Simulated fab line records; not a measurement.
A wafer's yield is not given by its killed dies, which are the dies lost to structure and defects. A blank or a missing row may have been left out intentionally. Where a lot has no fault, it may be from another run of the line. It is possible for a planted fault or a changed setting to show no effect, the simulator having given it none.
fab line records    flow sky130
[record] lots = 6  wafers = 18  last_day = 50
route steps=708 shown POLY_CUT@310 SD_P@320 RES_XHIGH@332 SD_N@342 PAD_OPEN@708
lots with no fault: from the same line, run without faults
start_h: start of the lot's first displayed wafer, in hours after the record's first day    wait_h: hours from the lot's prior step to this one    " same as the row above    L1.1+2: a row that stands for several wafers    - either no value or no given start    * or withheld: withheld    < > ~ a bound
route shown NAME@n: a module of which the file shows steps, and the number in the route of the first    usual: mean/standard deviation of fault-free wafers    same: alike in all rows    chamber/n: place in a boat    sites: the reading at each site    _std_site: standard deviation of those values    _edge_site: outer sites' mean less inner sites'    radius_mm: for every site, how far away it sits from the centre of the wafer    mask NAME#n: copy n    behind: the most recent tool/chamber to have shaped the wafer    hold: why the lot was held/for how many hours/how that ended    device: the transistor (n, p or np) that didn't switch    end of line: at the end of the route, the tests of the same wafers    a step with no rows: only its recipe    killed: not the wafer's yield, but the dies lost to structure and defects at the first sort    map: a wafer's dies, marking killed ones x, the rest . and places with no die _
set.NAME: the setting that was run; set.NAME@STEP: the one run at that earlier step    model.NAME: the simulator's own value behind a step, which no gauge read
certain route steps with their lots: each step a table, each wafer a row
services: the hour from which a tool's chamber was out of use, counted from the record's first day as start_h (under 0 if before that day), plus the number of hours and why
[[steps]]
[step SKY_POLY_CUT_COAT_03]
[recipe] resist = KrF-thick  spin_rpm = 3000  resist_thk_nm = 450
[step SKY_POLY_CUT_SOFTBAKE_04]
[recipe] temp_c = 100  time_s = 90  resist = KrF-thick
[step SKY_POLY_CUT_EXPOSE_05]
[recipe] mask_id = NPCM  na = 0.8  source_shape = annular  sigma_inner = 0.55  sigma_outer = 0.85  target_cd_nm = 270  dose_mj = 32
[step SKY_POLY_CUT_PEB_06]
[recipe] peb_temp_c = withheld  peb_time_s = withheld  resist = KrF-thick
[step SKY_POLY_CUT_DEVELOP_07]
[recipe] develop_time_s = 60  resist = KrF-thick  dev_temp_c = 21
[step SKY_POLY_CUT_CD_MEAS_08]
[recipe] target_cd_nm = 270
[usual] cd_nm = 269.1/1.4
lot.wafer  tool       chamber  start_h  wait_h  cd_nm
L847.2     cd_sem-01  -        564.87   -       270.0
L847.5     "          -        "        "       270.8
L847.6     "          -        "        "       269.9
L850.2     cd_sem-01  -        589.94   -       272.1
L850.4     "          -        "        "       271.9
L850.6     "          -        "        "       271.0
L851.1     cd_sem-02  -        597.60   -       268.6
L851.2     "          -        "        "       269.3
L851.3     "          -        "        "       268.9
L852.2     cd_sem-02  -        608.77   -       270.5
L852.3     "          -        "        "       267.9
L852.6     "          -        "        "       269.3
L853.1     cd_sem-01  -        612.33   -       268.7
L853.2     "          -        "        "       269.2
L853.6     "          -        "        "       270.3
L870.1     cd_sem-01  -        744.25   -       270.2
L870.2     "          -        "        "       271.8
L870.6     "          -        "        "       270.1
[step SKY_POLY_CUT_OVL_MEAS_09]
[usual] POLY_CUT_OVL = 2/3.9
lot.wafer  tool        chamber  start_h  wait_h  POLY_CUT_OVL[nm]
L847.2     overlay-02  -        564.97   0.1     -1
L847.5     "           -        "        "       0
L847.6     "           -        "        "       0
L850.2     overlay-02  -        590.05   0.1     7
L850.4     "           -        "        "       6
L850.6     "           -        "        "       2
L851.1     overlay-01  -        597.72   0.1     1
L851.2     "           -        "        "       1
L851.3     "           -        "        "       1
L852.2     overlay-01  -        608.87   0.1     8
L852.3     "           -        "        "       0
L852.6     "           -        "        "       10
L853.1     overlay-02  -        612.45   0.1     3
L853.2     "           -        "        "       1
L853.6     "           -        "        "       6
L870.1     overlay-02  -        744.37   0.1     2
L870.2     "           -        "        "       3
L870.6     "           -        "        "       3
[step SKY_POLY_CUT_ETCH_10]
[recipe] chemistry = N2/H2  target = BARC  ion_energy_ev = 200  source_w = 500  bias_w = 100  pressure_mtorr = 30  n2_flow_sccm = 100  h2_flow_sccm = 200  stop_on = SiO2  time_s = 45.9  target_depth_a = 600
[usual] drypump_motor_current_A = 5.53/0.3  oes_product_au = 0.855/0.0048  throttle_valve_pct = 13.223/0.0097
lot.wafer  tool         chamber  start_h  wait_h  drypump_motor_current_A  oes_product_au  rf_hours_counter_h  throttle_valve_pct
L847.2     rie_diel-04  0        565.00   0.0     5.25                     0.848           40                  13.212
L847.5     "            0        "        "       5.25                     0.858           -                   13.219
L847.6     "            3        "        "       5.28                     0.853           -                   13.223
L850.2     rie_diel-01  2        590.08   0.0     5.96                     0.865           5                   13.219
L850.4     "            1        "        "       5.39                     0.845           8                   13.224
L850.6     "            2        "        "       5.95                     0.858           -                   13.210
L851.1     rie_diel-01  1        597.75   0.0     5.38                     0.856           9                   13.232
L851.2     "            3        "        "       5.79                     0.851           62                  13.230
L851.3     "            0        "        "       5.63                     0.856           56                  13.236
L852.2     rie_diel-01  3        608.90   0.0     5.78                     0.860           63                  13.223
L852.3     "            0        "        "       5.65                     0.848           57                  13.204
L852.6     "            1        "        "       5.39                     0.850           -                   13.213
L853.1     rie_diel-04  1        612.48   0.0     5.13                     0.867           17                  13.223
L853.2     "            3        "        "       5.28                     0.851           1                   13.234
L853.6     "            0        "        "       5.22                     0.857           -                   13.196
L870.1     rie_diel-01  2        744.40   0.0     5.93                     0.851           9                   13.214
L870.2     "            3        "        "       5.80                     0.861           2                   13.227
L870.6     "            3        "        "       5.78                     0.863           -                   13.221
[step SKY_POLY_CUT_ETCH_11]
[recipe] target = Si3N4  chemistry = CF4/CH2F2/Ar  stop_on = poly-Si  source_w = 600  bias_w = 150  pressure_mtorr = 40  cf4_flow_sccm = 40  ch2f2_flow_sccm = 20  Ar_flow_sccm = 150  time_s = 42.5  target_depth_a = 600
[usual] drypump_motor_current_A = 5.53/0.3  oes_product_au = 0.831/0.0062  throttle_valve_pct = 14.993/0.0092
lot.wafer  tool         chamber  start_h  wait_h  drypump_motor_current_A  oes_product_au  rf_hours_counter_h  throttle_valve_pct
L847.2     rie_diel-04  0        565.04   0.0     5.21                     0.830           41                  14.995
L847.5     "            0        "        "       5.24                     0.829           -                   14.973
L847.6     "            3        "        "       5.31                     0.830           -                   14.978
L850.2     rie_diel-01  2        590.12   0.0     5.92                     0.840           5                   14.997
L850.4     "            1        "        "       5.39                     0.840           8                   14.996
L850.6     "            2        "        "       5.93                     0.828           -                   14.999
L851.1     rie_diel-01  1        597.79   0.0     5.39                     0.837           9                   14.990
L851.2     "            3        "        "       5.78                     0.834           62                  15.000
L851.3     "            0        "        "       5.64                     0.836           56                  15.009
L852.2     rie_diel-01  3        608.94   0.0     5.80                     0.826           63                  14.993
L852.3     "            0        "        "       5.65                     0.826           57                  15.000
L852.6     "            1        "        "       5.37                     0.837           -                   14.987
L853.1     rie_diel-04  1        612.53   0.0     5.14                     0.829           17                  14.994
L853.2     "            3        "        "       5.32                     0.832           1                   14.986
L853.6     "            0        "        "       5.23                     0.833           -                   14.997
L870.1     rie_diel-01  2        744.44   0.0     5.93                     0.835           9                   14.993
L870.2     "            3        "        "       5.79                     0.833           2                   14.975
L870.6     "            3        "        "       5.77                     0.828           -                   14.997
[step SKY_POLY_CUT_STRIP_12]
[recipe] chemistry = O2/N2  power_w = 1400  pressure_mtorr = 1500  platen_temp_c = withheld  o2_flow_sccm = 3000  n2_flow_sccm = 300  overash_fraction = 0.5
[usual] drypump_motor_current_A = 5.9/0.47  oes_product_au = 0.452/0.0037  strip_time_to_endpoint_s = 5.355/0.019
lot.wafer  tool             chamber  start_h  wait_h  drypump_motor_current_A  oes_product_au  rf_hours_counter_h  strip_time_to_endpoint_s
L847.2     plasma_asher-01  0        565.08   0.0     5.1                      0.451           88                  5.322
L847.5     "                1        "        "       6.0                      0.452           -                   5.353
L847.6     "                0        "        "       5.1                      0.455           -                   5.342
L850.2     plasma_asher-01  1        590.16   0.0     6.1                      0.457           90                  5.383
L850.4     "                0        "        "       5.1                      0.446           -                   5.384
L850.6     "                1        "        "       6.1                      0.455           -                   5.380
L851.1     plasma_asher-01  0        597.83   0.0     5.1                      0.456           91                  5.353
L851.2     "                1        "        "       6.1                      0.451           91                  5.346
L851.3     "                1        "        "       6.1                      0.447           -                   5.357
L852.2     plasma_asher-03  0        608.98   0.0     6.5                      0.450           78                  5.367
L852.3     "                1        "        "       6.1                      0.452           -                   5.365
L852.6     "                1        "        "       6.1                      0.456           -                   5.367
L853.1     plasma_asher-01  1        612.57   0.0     6.1                      0.455           93                  5.344
L853.2     "                0        "        "       5.1                      0.445           93                  5.355
L853.6     "                1        "        "       6.1                      0.448           -                   5.354
L870.1     plasma_asher-01  1        744.48   0.0     6.1                      0.450           0                   5.368
L870.2     "                0        "        "       5.1                      0.447           0                   5.361
L870.6     "                0        "        "       5.1                      0.462           -                   5.354
[step SKY_SD_P_DEHYDRATE_00]
[recipe] temp_c = 200  time_s = 60
[step SKY_SD_P_HMDS_01]
[recipe] prime_time_s = 60  prime_temp_c = 120
[step SKY_SD_P_COAT_02]
[recipe] resist = NOVOLAK  spin_rpm = 3000  resist_thk_nm = 1140
[usual] chill_plate_temp_C = 23.00/0.091  dispense_pressure_kPa = 51.4/0.99
lot.wafer  tool            chamber  start_h  wait_h  chill_plate_temp_C  dispense_pressure_kPa
L847.2     litho_track-04  0        578.77   0.1     22.88               52.4
L847.5     "               0        "        "       23.01               52.4
L847.6     "               0        "        "       23.06               52.3
L850.2     litho_track-04  0        604.12   0.1     22.94               52.3
L850.4     "               0        "        "       23.01               52.4
L850.6     "               0        "        "       23.07               52.3
L851.1     litho_track-04  -        611.95   0.1     -                   -
L851.2     "               -        "        "       -                   -
L851.3     "               -        "        "       -                   -
L852.2     litho_track-04  -        624.17   0.1     -                   -
L852.3     "               -        "        "       -                   -
L852.6     "               -        "        "       -                   -
L853.1     litho_track-04  0        627.25   0.1     23.16               52.4
L853.2     "               0        "        "       22.99               52.4
L853.6     "               0        "        "       23.08               52.3
L870.1     litho_track-02  0        758.35   0.1     23.12               50.7
L870.2     "               0        "        "       23.14               50.7
L870.6     "               0        "        "       22.98               50.8
[step SKY_SD_P_SOFTBAKE_03]
[recipe] temp_c = 90  time_s = 60  resist = NOVOLAK
[step SKY_SD_P_EXPOSE_04]
[recipe] mask_id = PSDM  na = 0.6  source_shape = conventional  sigma_outer = 0.6  polarization = unpolarized  target_cd_nm = 380  dose_mj = 138
[step SKY_SD_P_PEB_05]
[recipe] temp_c = withheld  time_s = *  resist = NOVOLAK
[step SKY_SD_P_DEVELOP_06]
[recipe] resist = NOVOLAK  developer = TMAH  develop_time_s = 60  dev_temp_c = 23
[step SKY_SD_P_CD_MEAS_07]
[recipe] target_cd_nm = 380
[usual] cd_nm = 379.7/2.5
lot.wafer  tool       chamber  start_h  wait_h  cd_nm
L847.2     cd_sem-02  -        594.17   0.1     378.0
L847.5     "          -        "        "       376.3
L847.6     "          -        "        "       378.2
L850.2     cd_sem-01  -        619.19   0.1     383.5
L850.4     "          -        "        "       386.1
L850.6     "          -        "        "       383.1
L851.1     cd_sem-02  -        626.95   0.1     -
L851.2     "          -        "        "       -
L851.3     "          -        "        "       -
L852.2     cd_sem-01  -        638.19   0.1     -
L852.3     "          -        "        "       -
L852.6     "          -        "        "       -
L853.1     cd_sem-01  -        641.85   0.1     380.0
L853.2     "          -        "        "       378.7
L853.6     "          -        "        "       381.4
L870.1     cd_sem-02  -        772.10   0.1     381.9
L870.2     "          -        "        "       380.6
L870.6     "          -        "        "       380.3
[step SKY_SD_P_OVL_MEAS_08]
[usual] SD_P_OVL = -0.2/1.4
lot.wafer  tool        chamber  start_h  wait_h  SD_P_OVL[nm]
L847.2     overlay-01  -        594.27   0.1     -3.0
L847.5     "           -        "        "       -0.3
L847.6     "           -        "        "       -1.4
L850.2     overlay-01  -        619.30   0.1     1.0
L850.4     "           -        "        "       -0.9
L850.6     "           -        "        "       -1.2
L851.1     overlay-02  -        627.07   0.1     -
L851.2     "           -        "        "       -
L851.3     "           -        "        "       -
L852.2     overlay-01  -        638.30   0.1     -
L852.3     "           -        "        "       -
L852.6     "           -        "        "       -
L853.1     overlay-01  -        641.97   0.1     1.5
L853.2     "           -        "        "       -1.1
L853.6     "           -        "        "       0.2
L870.1     overlay-01  -        772.22   0.1     -1.9
L870.2     "           -        "        "       -4.0
L870.6     "           -        "        "       -0.5
[step SKY_SD_P_IMPLANT_09]
[recipe] species = BF2  energy_kev = 20  dose_cm2 = 3e+15  tilt_deg = 0
[step SKY_SD_P_STRIP_10]
[recipe] chemistry = O2/N2  power_w = 1400  pressure_mtorr = 1500  platen_temp_c = withheld  o2_flow_sccm = 3000  n2_flow_sccm = 300  overash_fraction = 0.5
[usual] drypump_motor_current_A = 6.1/0.32  oes_product_au = 0.618/0.0048  strip_time_to_endpoint_s = 17.50/0.036
lot.wafer  tool             chamber  start_h  wait_h  drypump_motor_current_A  oes_product_au  rf_hours_counter_h  strip_time_to_endpoint_s
L847.2     plasma_asher-02  1        594.45   0.1     6.1                      0.616           44                  17.53
L847.5     "                1        "        "       6.1                      0.621           -                   17.48
L847.6     "                0        "        "       6.0                      0.611           -                   17.50
L850.2     plasma_asher-02  1        619.48   0.1     6.1                      0.618           46                  17.39
L850.4     "                1        "        "       6.1                      0.615           -                   17.50
L850.6     "                0        "        "       6.0                      0.622           -                   17.48
L851.1     plasma_asher-03  1        627.25   0.1     6.1                      -               79                  -
L851.2     "                0        "        "       6.4                      -               79                  -
L851.3     "                1        "        "       6.1                      -               -                   -
L852.2     plasma_asher-01  1        638.48   0.1     6.1                      -               95                  -
L852.3     "                1        "        "       6.1                      -               -                   -
L852.6     "                0        "        "       5.1                      -               -                   -
L853.1     plasma_asher-02  0        642.15   0.1     6.0                      0.615           49                  17.52
L853.2     "                1        "        "       6.2                      0.618           49                  17.53
L853.6     "                0        "        "       6.0                      0.618           -                   17.54
L870.1     plasma_asher-02  1        772.40   0.1     6.2                      0.617           61                  17.48
L870.2     "                0        "        "       6.0                      0.619           61                  17.50
L870.6     "                0        "        "       5.9                      0.627           -                   17.49
[step SKY_SD_P_TW_MEAS_11]
[usual] SD_P_TW = 2820/21
lot.wafer  tool           chamber  start_h  wait_h  SD_P_TW
L847.2     film_metro-02  -        594.56   0.1     2815
L847.5     "              -        "        "       2810
L847.6     "              -        "        "       2802
L850.2     film_metro-03  -        619.59   0.1     2847
L850.4     "              -        "        "       2849
L850.6     "              -        "        "       2852
L851.1     film_metro-03  -        627.35   0.1     2832
L851.2     "              -        "        "       2835
L851.3     "              -        "        "       2846
L852.2     film_metro-03  -        638.59   0.1     2852
L852.3     "              -        "        "       2828
L852.6     "              -        "        "       2826
L853.1     film_metro-02  -        642.25   0.1     2827
L853.2     "              -        "        "       2826
L853.6     "              -        "        "       2800
L870.1     film_metro-01  -        772.50   0.1     2778
L870.2     "              -        "        "       2786
L870.6     "              -        "        "       2790
[step SKY_RES_XHIGH_DEHYDRATE_00]
[recipe] temp_c = 200  time_s = 60
[step SKY_RES_XHIGH_HMDS_01]
[recipe] prime_time_s = 60  prime_temp_c = 120
[step SKY_RES_XHIGH_COAT_02]
[recipe] resist = NOVOLAK  spin_rpm = 3000  resist_thk_nm = 1140
[step SKY_RES_XHIGH_SOFTBAKE_03]
[recipe] temp_c = 90  time_s = 60  resist = NOVOLAK
[step SKY_RES_XHIGH_EXPOSE_04]
[recipe] mask_id = URPM  na = 0.6  source_shape = conventional  sigma_outer = 0.6  polarization = unpolarized  target_cd_nm = 1270  dose_mj = 140
[step SKY_RES_XHIGH_PEB_05]
[recipe] temp_c = withheld  time_s = *  resist = NOVOLAK
[step SKY_RES_XHIGH_DEVELOP_06]
[recipe] resist = NOVOLAK  developer = TMAH  develop_time_s = 60  dev_temp_c = 23
[step SKY_RES_XHIGH_IMPLANT_07]
[recipe] species = BF2  energy_kev = 20  dose_cm2 = 3.6e+14  tilt_deg = 0
[step SKY_RES_XHIGH_STRIP_08]
[recipe] chemistry = O2/N2  power_w = 1400  pressure_mtorr = 1500  platen_temp_c = withheld  o2_flow_sccm = 3000  n2_flow_sccm = 300  overash_fraction = 0.5
[usual] drypump_motor_current_A = 6.14/0.19  oes_product_au = 0.711/0.0048  strip_time_to_endpoint_s = 14.28/0.048
lot.wafer  tool             chamber  start_h  wait_h  drypump_motor_current_A  oes_product_au  rf_hours_counter_h  strip_time_to_endpoint_s
L847.2     plasma_asher-03  0        623.55   0.1     6.45                     0.712           79                  14.19
L847.5     "                0        "        "       6.45                     0.706           -                   14.25
L847.6     "                1        "        "       6.08                     0.714           -                   14.21
L850.2     plasma_asher-04  1        647.52   0.1     6.32                     0.712           21                  14.31
L850.4     "                1        "        "       6.33                     0.709           -                   14.30
L850.6     "                1        "        "       6.32                     0.711           -                   14.30
L851.1     plasma_asher-02  1        655.98   0.1     6.15                     0.711           50                  14.32
L851.2     "                0        "        "       5.97                     0.713           50                  14.33
L851.3     "                0        "        "       5.98                     0.711           -                   14.31
L852.2     plasma_asher-03  1        666.68   0.1     6.08                     0.704           83                  14.29
L852.3     "                0        "        "       6.48                     0.716           -                   14.29
L852.6     "                0        "        "       6.48                     0.709           -                   14.36
L853.1     plasma_asher-02  1        670.45   0.1     6.14                     0.710           51                  14.26
L853.2     "                0        "        "       5.97                     0.719           51                  14.26
L853.6     "                0        "        "       5.96                     0.712           -                   14.30
L870.1     plasma_asher-04  1        798.47   0.1     6.32                     0.715           36                  14.25
L870.2     "                0        "        "       5.92                     0.704           36                  14.28
L870.6     "                1        "        "       6.32                     0.710           -                   14.23
[step SKY_RES_XHIGH_TW_MEAS_09]
[usual] RES_XHIGH_TW = 1634/15
lot.wafer  tool           chamber  start_h  wait_h  RES_XHIGH_TW
L847.2     film_metro-01  -        623.66   0.1     1617
L847.5     "              -        "        "       1617
L847.6     "              -        "        "       1612
L850.2     film_metro-02  -        647.63   0.1     1642
L850.4     "              -        "        "       1641
L850.6     "              -        "        "       1642
L851.1     film_metro-01  -        656.08   0.1     2830
L851.2     "              -        "        "       2846
L851.3     "              -        "        "       2837
L852.2     film_metro-02  -        666.79   0.1     2868
L852.3     "              -        "        "       2873
L852.6     "              -        "        "       2875
L853.1     film_metro-01  -        670.55   0.1     1618
L853.2     "              -        "        "       1618
L853.6     "              -        "        "       1616
L870.1     film_metro-01  -        798.57   0.1     1610
L870.2     "              -        "        "       1607
L870.6     "              -        "        "       1612
[step SKY_SD_N_DEHYDRATE_00]
[recipe] temp_c = 200  time_s = 60
[step SKY_PAD_OPEN_PROBE_99]
[usual] killed_at_M0_to_M3 = 45/7  killed_at_M4_up = 3.4/1.8  killed_at_contacts = 24/5.4  killed_at_front_end = 16/4.8  killed_at_other = 0.4/0.62  killed_dies = 89/10  killed_on_rim = 17/3.5  killed_open = 48/7.2  killed_short = 40/6.3
[same] gross_dies = 492  killed_at_back_side = 0
lot.wafer  tool       chamber  start_h  wait_h  killed_at_M0_to_M3  killed_at_M4_up  killed_at_contacts  killed_at_front_end  killed_at_other  killed_dies  killed_on_rim  killed_open  killed_short
L847.2     prober-02  -        1079.51  0.1     41                  1                23                  15                   1                81           15             45           36
L847.5     prober-02  -        1079.66  0.2     44                  3                30                  10                   0                87           19             53           34
L847.6     prober-02  -        1079.71  0.2     46                  2                21                  14                   0                83           16             49           34
L851.1     prober-02  -        1102.11  0.1     38                  3                31                  420                  0                492          96             46           41
L851.2     prober-02  -        1102.16  0.1     35                  1                16                  440                  0                492          96             34           27
L851.3     prober-02  -        1102.21  0.2     44                  2                19                  427                  0                492          96             52           25
L852.2     prober-01  -        1112.61  0.1     40                  7                24                  421                  0                492          96             47           42
L852.3     prober-01  -        1112.66  0.2     51                  1                28                  412                  0                492          96             52           47
L852.6     prober-01  -        1112.81  0.2     41                  8                24                  419                  0                492          96             45           42
L853.1     prober-02  -        1112.88  0.1     66                  3                24                  13                   0                106          21             63           42
L853.2     prober-02  -        1112.93  0.1     45                  4                18                  20                   1                88           17             57           31
L853.6     prober-02  -        1113.13  0.2     50                  2                24                  20                   1                97           17             57           39
L870.1     prober-01  -        1196.17  0.1     35                  1                30                  12                   0                78           13             41           37
L870.2     prober-01  -        1196.22  0.1     41                  3                27                  14                   0                85           17             48           37
L870.6     prober-01  -        1196.42  0.2     45                  7                29                  20                   0                101          16             55           46
// killed by level:class
L847.2 VIA1:geometric_particle:open=16 LOCAL_INTERCONNECT:geometric_particle:short=7 LI_CONTACT:geometric_particle:open=6 CONTACT:geometric_particle:open=6 METAL1:geometric_particle:short=4 POLY_GATE:geometric_particle:open=4 VIA1:geometric_particle:short=4 METAL2:geometric_particle:short=4
L847.5 VIA1:geometric_particle:open=13 CONTACT:geometric_particle:open=11 VIA2:geometric_particle:open=10 LI_CONTACT:geometric_particle:open=8 CONTACT:geometric_particle:short=6 VIA1:geometric_particle:short=4 VIA3:geometric_particle:open=4 LI_CONTACT:geometric_particle:short=3
L847.6 VIA1:geometric_particle:open=11 VIA2:geometric_particle:open=10 CONTACT:geometric_particle:open=9 LI_CONTACT:geometric_particle:open=6 METAL2:geometric_particle:short=5 METAL1:geometric_particle:short=5 VIA1:geometric_particle:short=5 FIELD_ISO:geometric_particle:open=4
L851.1 SD_P:area_expose=405 VIA1:geometric_particle:open=12 CONTACT:geometric_particle:open=10 LI_CONTACT:geometric_particle:open=8 LOCAL_INTERCONNECT:geometric_particle:short=6 CONTACT:geometric_particle:short=6 POLY_GATE:geometric_particle:short=5 VIA1:geometric_particle:short=4
L851.2 SD_P:area_expose=430 CONTACT:geometric_particle:open=7 VIA1:geometric_particle:open=7 METAL2:geometric_particle:short=6 LI_CONTACT:geometric_particle:open=6 VIA1:geometric_particle:short=4 SPACER:geometric_particle:open=3 VIA2:geometric_particle:open=3
L851.3 SD_P:area_expose=414 VIA1:geometric_particle:open=14 VIA2:geometric_particle:open=9 LI_CONTACT:geometric_particle:open=8 CONTACT:geometric_particle:open=6 VIA3:geometric_particle:open=6 POLY_GATE:geometric_particle:short=3 VIA1:geometric_particle:short=3
L852.2 SD_P:area_expose=403 VIA2:geometric_particle:open=9 CONTACT:geometric_particle:open=8 VIA1:geometric_particle:open=8 VIA3:geometric_particle:open=7 FIELD_ISO:geometric_particle:short=6 POLY_GATE:geometric_particle:short=6 LI_CONTACT:geometric_particle:open=6
L852.3 SD_P:area_expose=393 METAL1:geometric_particle:short=10 VIA1:geometric_particle:open=9 POLY_GATE:geometric_particle:open=8 LI_CONTACT:geometric_particle:open=8 VIA1:geometric_particle:short=8 CONTACT:geometric_particle:open=7 VIA2:geometric_particle:open=6
L852.6 SD_P:area_expose=405 CONTACT:geometric_particle:open=9 VIA2:geometric_particle:open=7 LI_CONTACT:geometric_particle:open=6 CONTACT:geometric_particle:short=6 METAL1:geometric_particle:short=6 VIA1:geometric_particle:open=6 METAL4:geometric_particle:short=5
L853.1 VIA3:geometric_particle:open=15 VIA1:geometric_particle:open=14 CONTACT:geometric_particle:open=12 METAL2:geometric_particle:short=12 VIA2:geometric_particle:open=7 CONTACT:geometric_particle:short=5 LI_CONTACT:geometric_particle:open=4 VIA1:geometric_particle:short=4
L853.2 VIA2:geometric_particle:open=13 VIA1:geometric_particle:open=9 CONTACT:geometric_particle:open=9 VIA3:geometric_particle:open=9 POLY_GATE:geometric_particle:open=6 FIELD_ISO:geometric_particle:open=5 CONTACT:geometric_particle:short=4 VIA2:geometric_particle:short=4
L853.6 VIA1:geometric_particle:open=13 CONTACT:geometric_particle:open=11 VIA2:geometric_particle:open=8 LI_CONTACT:geometric_particle:open=6 METAL1:geometric_particle:short=6 METAL2:geometric_particle:short=6 FIELD_ISO:geometric_particle:short=5 VIA3:geometric_particle:open=5
L870.1 CONTACT:geometric_particle:open=9 VIA1:geometric_particle:open=7 CONTACT:geometric_particle:short=6 LI_CONTACT:geometric_particle:open=6 LOCAL_INTERCONNECT:geometric_particle:short=6 METAL1:geometric_particle:short=5 VIA1:geometric_particle:short=5 VIA2:geometric_particle:open=5
L870.2 VIA1:geometric_particle:open=12 VIA2:geometric_particle:open=9 CONTACT:geometric_particle:short=8 CONTACT:geometric_particle:open=8 POLY_GATE:geometric_particle:short=6 VIA3:geometric_particle:open=6 LI_CONTACT:geometric_particle:open=5 LOCAL_INTERCONNECT:geometric_particle:short=3
L870.6 VIA1:geometric_particle:open=15 LI_CONTACT:geometric_particle:open=10 LOCAL_INTERCONNECT:geometric_particle:short=8 VIA1:geometric_particle:short=7 VIA3:geometric_particle:open=6 VIA2:geometric_particle:open=6 FIELD_ISO:geometric_particle:open=5 CONTACT:geometric_particle:open=5
// map L851.1 (x killed, . not)
__________xxxxxxxxxx_________
________xxxxxxxxxxxxxx_______
______xxxxxxxxxxxxxxxxxx_____
_____xxxxxxxxxxxxxxxxxxxx____
____xxxxxxxxxxxxxxxxxxxxxx___
___xxxxxxxxxxxxxxxxxxxxxxxx__
__xxxxxxxxxxxxxxxxxxxxxxxxxx_
_xxxxxxxxxxxxxxxxxxxxxxxxxxxx
_xxxxxxxxxxxxxxxxxxxxxxxxxxxx
_xxxxxxxxxxxxxxxxxxxxxxxxxxxx
_xxxxxxxxxxxxxxxxxxxxxxxxxxxx
_xxxxxxxxxxxxxxxxxxxxxxxxxxxx
_xxxxxxxxxxxxxxxxxxxxxxxxxxxx
_xxxxxxxxxxxxxxxxxxxxxxxxxxxx
_xxxxxxxxxxxxxxxxxxxxxxxxxxxx
__xxxxxxxxxxxxxxxxxxxxxxxxxx_
___xxxxxxxxxxxxxxxxxxxxxxxx__
____xxxxxxxxxxxxxxxxxxxxxx___
_____xxxxxxxxxxxxxxxxxxxx____
______xxxxxxxxxxxxxxxxxx_____
________xxxxxxxxxxxxxx_______
__________xxxxxxxxxx_________
// map L852.2 (x killed, . not)
__________xxxxxxxxxx_________
________xxxxxxxxxxxxxx_______
______xxxxxxxxxxxxxxxxxx_____
_____xxxxxxxxxxxxxxxxxxxx____
____xxxxxxxxxxxxxxxxxxxxxx___
___xxxxxxxxxxxxxxxxxxxxxxxx__
__xxxxxxxxxxxxxxxxxxxxxxxxxx_
_xxxxxxxxxxxxxxxxxxxxxxxxxxxx
_xxxxxxxxxxxxxxxxxxxxxxxxxxxx
_xxxxxxxxxxxxxxxxxxxxxxxxxxxx
_xxxxxxxxxxxxxxxxxxxxxxxxxxxx
_xxxxxxxxxxxxxxxxxxxxxxxxxxxx
_xxxxxxxxxxxxxxxxxxxxxxxxxxxx
_xxxxxxxxxxxxxxxxxxxxxxxxxxxx
_xxxxxxxxxxxxxxxxxxxxxxxxxxxx
__xxxxxxxxxxxxxxxxxxxxxxxxxx_
___xxxxxxxxxxxxxxxxxxxxxxxx__
____xxxxxxxxxxxxxxxxxxxxxx___
_____xxxxxxxxxxxxxxxxxxxx____
______xxxxxxxxxxxxxxxxxx_____
________xxxxxxxxxxxxxx_______
__________xxxxxxxxxx_________
[[services]]
tool             chamber  start_h  hours  kind
rie_diel-01      2        594.45   5.5    repair
plasma_asher-02  -        598.25   2.5    repair
plasma_asher-01  -        621.47   2.8    pm
plasma_asher-03  -        653.01   2.8    pm
rie_diel-01      3        659.21   -      clean
rie_diel-01      3        659.21   23.7   scheduled_down
rie_diel-01      3        659.21   23.7   vent_cycle
plasma_asher-01  -        660.06   4.3    repair
plasma_asher-04  -        677.87   2.8    pm
rie_diel-01      -        679.00   2.7    repair
rie_diel-04      -        679.23   0.2    repair
rie_diel-01      0        688.08   -      clean
rie_diel-01      0        688.08   18.6   scheduled_down
rie_diel-01      0        688.08   18.6   vent_cycle
rie_diel-01      2        698.04   8.8    repair
rie_diel-01      0        718.96   5.4    repair
rie_diel-01      2        723.79   4.3    repair
plasma_asher-01  -        733.78   9.0    pm
plasma_asher-01  0        733.78   9.0    vent_cycle
plasma_asher-01  -        765.37   2.0    repair
rie_diel-04      1        774.78   1.4    repair
rie_diel-01      1        783.22   52.3   repair
rie_diel-01      -        788.40   1.1    repair
plasma_asher-03  -        788.57   1.2    repair
[[key]]
[first_sign] step = SKY_SD_P_COAT_02  reading = tool_record  direction = missing
[effect] step = SKY_SD_P_CD_MEAS_07  reading = cd_nm  direction = missing
[effect] step = SKY_SD_P_OVL_MEAS_08  reading = SD_P_OVL  direction = missing
[effect] step = SKY_RES_XHIGH_TW_MEAS_09  reading = RES_XHIGH_TW  direction = up  sigmas = 79  usual = 1634  struck = 2855
[effect] step = SKY_PAD_OPEN_PROBE_99  reading = killed_at_front_end  direction = up  sigmas = 85  usual = 16  struck = 423
[more_kills_born_at] SKY_SD_P_EXPOSE_04@iline_stepper-01 = 1249  SKY_SD_P_EXPOSE_04@iline_stepper-02 = 1201
met_at SKY_SD_P_COAT_02
struck_wafers L851.1,L851.2,L851.3,L852.2,L852.3,L852.6
tester_left_out L851,L852
onset_between 604.12 611.95
[fault] kind = skipped_step_whole  tool = litho_track-04  chamber = -  onset_h = 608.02  steps = SKY_SD_P_COAT_02  scope = struck_lots_only
// tester_left_out: of these lots the tester's yield and bins aren't shown, on N5 and GAA mostly nor the transistor test; their killed dies are dies lost to structure and defects alone, not to doping, threshold or leakage, so they don't give the yield
